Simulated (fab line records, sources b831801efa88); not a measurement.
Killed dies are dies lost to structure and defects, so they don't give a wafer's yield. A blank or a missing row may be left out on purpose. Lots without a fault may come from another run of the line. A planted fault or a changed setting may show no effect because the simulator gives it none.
A struck lot beside a sound one | flow sfq_line | 31 steps out of a route of 325
Sound: wafers L842.2, L842.4, L842.6. Struck: wafers L850.5, L850.6. The cause comes at the end.
At each step with rows: each side's tool, then ch and its chambers, then its first start. Under that, the readings that differ: sound wafers | struck wafers | difference of the means | sigmas: that difference in standard deviations of wafers without a fault.
alike: readings whose means differ by less than 2 such deviations, and words and numbers that are the same on both sides. not compared: withheld readings, readings that some wafer has no value for, bounds like >300 that may hide the same value, and numbers for which the record gives no deviation and whose values overlap.
The two part at a step that has a row with sigmas, a row that says differs or no value, or rows on one side only. Numbers that don't overlap but have no deviation are shown without sigmas and don't part them. A reading that every wafer of one side lacks parts them only if that side has two wafers or more.

SFQ_INCOMING_BOW_MEAS_900:
  sound on film_metro-04, day 2 01:01; struck on film_metro-02, day 3 17:05
  alike: INCOMING_BOW
then, 1 step without rows for these wafers: SFQ_TRILAYER_INCOMING_OXIDATION_002 (target thk 500 nm, ox time 4939 s).
SFQ_TRILAYER_L0_DEP_SPUTTER_003: material MoNx KI, target thk 40 nm, time 100 s.
  sound on pvd_sputter-05, day 2 03:29; struck on pvd_sputter-05, day 3 19:32
  reading                                                  | sound            | struck      | difference | sigmas
  model.MoNx_KI_of_TRILAYER_L0_DEP_SPUTTER_003.thk_nm (nm) | 40.05 40.43 40.2 | 34.91 34.54 | -5.50      |
  alike: throttle_valve_pct
SFQ_L0_RS_MEAS_901: measures by four-point-probe.
  sound on film_metro-02, day 2 03:35; struck on film_metro-02, day 3 19:56
  reading                | sound          | struck    | difference | sigmas
  L0_MONX_KI_RS (ohm/sq) | 43.5 43.0 43.3 | 49.8 50.1 | +6.7       | +16
  not compared: hold
SFQ_L0_THK_MEAS_902: measures by xrf.
  sound on film_metro-02, day 2 03:41; struck on film_metro-02, day 3 21:47
  reading             | sound          | struck    | difference | sigmas
  L0_MONX_KI_THK (nm) | 40.0 40.5 40.3 | 35.1 34.5 | -5.5       | -11
  not compared: hold
then, 5 steps without rows for these wafers: SFQ_TRILAYER_L0_LITHO_COAT_005 (resist thk 600 nm); SFQ_TRILAYER_L0_LITHO_SOFTBAKE_009; SFQ_TRILAYER_L0_LITHO_EXPOSE_006 (exposes mask L0, target cd 2000 nm); SFQ_TRILAYER_L0_LITHO_PEB_008 (peb time 60 s); SFQ_TRILAYER_L0_LITHO_DEVELOP_007 (time 60 s).
-- the record jumps here: 3 days lie between the struck wafers' starts before and after --
SFQ_TRILAYER_L0_BARC_OPEN_METAL_ETCH_010: etches BARC in O2, target depth 125 nm, time 41.7 s.
  sound on rie_metal-03 ch 1, day 5 02:12; struck on rie_metal-01 ch 0,1, day 7 02:13
  alike: drypump_motor_current_A, oes_product_au
  not compared: rf_hours_counter_h
SFQ_TRILAYER_L0_ETCH_METAL_ETCH_008: etches MoNx KI in SF6/O2, stops on SiO2, target depth 50 nm, time 25 s.
  sound on rie_metal-03 ch 1, day 5 02:19; struck on rie_metal-01 ch 0,1, day 7 02:16
  reading               | sound             | struck      | difference | sigmas
  oes_product_au (a.u.) | 0.870 0.886 0.879 | 0.812 0.815 | -0.065     | -10
  alike: drypump_motor_current_A
  not compared: rf_hours_counter_h
SFQ_TRILAYER_L0_STRIP_STRIP_009: strips in O2.
  sound on rie_metal-03 ch 1, day 5 02:35; struck on rie_metal-01 ch 0,1, day 7 02:41
  alike: drypump_motor_current_A, oes_product_au
  not compared: rf_hours_counter_h
then, 1 step without rows for these wafers: SFQ_TRILAYER_L0_STRIP_SOLV_CLEAN_010 (cleans in NMP, time 600 s).
SFQ_TRILAYER_L0_CAP_PECVD_011: deposits SiO2 from SiH4/N2O, time 13.333 s, target thk 60 nm.
  sound on pecvd-04 ch 0,2, day 5 03:46; struck on pecvd-04 ch 0,1, day 7 03:04
  alike: heater_power_w, throttle_valve_pct
then, 6 steps without rows for these wafers: SFQ_TRILAYER_L0_VIA_LITHO_COAT_018 (resist thk 62 nm); SFQ_TRILAYER_L0_VIA_LITHO_COAT_013 (resist thk 650 nm); SFQ_TRILAYER_L0_VIA_LITHO_SOFTBAKE_017; SFQ_TRILAYER_L0_VIA_LITHO_EXPOSE_014 (exposes mask L0V, target cd 700 nm); SFQ_TRILAYER_L0_VIA_LITHO_PEB_016 (peb time 60 s); SFQ_TRILAYER_L0_VIA_LITHO_DEVELOP_015 (time 60 s).
-- the record jumps here: 4 days lie between the struck wafers' starts before and after --
SFQ_L0V_OVL_MEAS_903:
  sound on overlay-01, day 8 18:59; struck on overlay-01, day 11 08:41
  alike: L0V_OVL
SFQ_TRILAYER_L0_VIA_BARC_OPEN_VIA_ETCH_021: etches BARC in O2, target depth 125 nm, time 41.7 s.
  sound on rie_diel-01 ch 0,1,3, day 8 19:01; struck on rie_diel-01 ch 1,2, day 11 08:43
  alike: drypump_motor_current_A, oes_product_au
  not compared: rf_hours_counter_h
SFQ_TRILAYER_L0_VIA_ETCH_VIA_ETCH_016: etches SiO2 in CHF3, stops on MoNx KI, target depth 80 nm.
  sound on rie_diel-01 ch 0,1,3, day 8 19:04; struck on rie_diel-01 ch 1,2, day 11 08:45
  alike: drypump_motor_current_A, oes_product_au
then, 4 steps without rows for these wafers: SFQ_TRILAYER_L0_VIA_STRIP_STRIP_017 (strips in O2); SFQ_TRILAYER_L0_VIA_STRIP_SOLV_CLEAN_018 (cleans in NMP, time 600 s); SFQ_TRILAYER_M0_DEP_PRE_CLEAN_020 (time 15 s); SFQ_TRILAYER_M0_DEP_SPUTTER_019 (material Nb, target thk 200 nm, time 133.3 s).
SFQ_M0_RS_MEAS_904: measures by four-point-probe.
  sound on film_metro-04, day 8 20:01; struck on film_metro-03, day 11 09:45
  alike: M0_NB_RS
then, 1 step without rows for these wafers: SFQ_TRILAYER_M0_LITHO_COAT_026 (resist thk 62 nm).
-- the record jumps here: 79 days lie between the struck wafers' starts before and after --
SFQ_M8_BOW_MEAS_951:
  sound on film_metro-04, day 79 20:47; struck on film_metro-02, day 90 13:28
  reading                  | sound             | struck      | difference | sigmas
  model.etest.l0v.link_ohm | 44.36 43.96 44.21 | 50.77 51.29 | +6.85      |
  model.etest.l0.ohm_sq    | 43.44 43.03 43.28 | 49.84 50.36 | +6.85      |
  model.etest.l0.ohm_um    | 21.73 21.53 21.66 | 24.92 25.15 | +3.39      |
  alike: M8_BOW

WHERE THEY PART
First at SFQ_L0_RS_MEAS_901; last, within this record, at SFQ_TRILAYER_L0_ETCH_METAL_ETCH_008. Later steps at which nothing parts them and some readings are alike: SFQ_TRILAYER_L0_STRIP_STRIP_009, SFQ_TRILAYER_L0_CAP_PECVD_011, SFQ_L0V_OVL_MEAS_903, SFQ_TRILAYER_L0_VIA_BARC_OPEN_VIA_ETCH_021, SFQ_TRILAYER_L0_VIA_ETCH_VIA_ETCH_016, SFQ_M0_RS_MEAS_904, SFQ_M8_BOW_MEAS_951.

WHY: what the simulator had put in
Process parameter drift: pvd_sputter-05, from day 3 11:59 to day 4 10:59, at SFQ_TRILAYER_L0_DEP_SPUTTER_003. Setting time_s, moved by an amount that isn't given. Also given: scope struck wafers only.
